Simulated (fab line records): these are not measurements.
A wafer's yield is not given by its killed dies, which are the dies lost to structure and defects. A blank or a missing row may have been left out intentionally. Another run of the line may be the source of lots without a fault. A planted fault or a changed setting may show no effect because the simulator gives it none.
Chamber matching	flow gf180mcu	rie diel-01 running GF_M5_ETCH_09: 4 sister chambers
The step etches Si3N4 in CF4/O2, target depth 52 nm, time 11.6 s. 4 wafers are shown with their chamber, then 8 later ones without.

## WAFERS PAIRED WITH THEIR CHAMBERS
wafer	chamber	drypump motor current A (A)
L701.5	2	5.7
L708.4	1	6.6
L708.6	0	5.0
L710.1	3	5.3

## WAFERS MISSING THEIR CHAMBER
wafer	drypump motor current A (A)
L710.5	6.6
L710.6	5.0
L711.4	5.3
L711.5	5.3
L711.6	5.6
L712.1	5.0
L712.3	6.6
L712.4	5.0

## THE CHAMBER EACH PASSED THROUGH
wafer	from the rows above	in truth
L710.5	1	1
L710.6	0	0
L711.4	3	3
L711.5	3	3
L711.6	2	2
L712.1	0	0
L712.3	1	1
L712.4	0	0
Correct placement for 8 of the 8. Number that these rows cannot place: 0. Number placed wrongly: 0.
How it was worked out, from the rows above alone: a wafer's distance from a chamber is the root of the sum, over the readings, of the square of ((its reading less the chamber's mean) divided by the reading's scatter). If the next closest chamber is less than 2 further off than the closest, the wafer can't be placed; otherwise it belongs to the closest. A chamber's mean is the mean of its shown wafers. The scatter: with one shown wafer a chamber, the root of the mean of the squares of how far each hidden wafer lies from its nearest shown one.
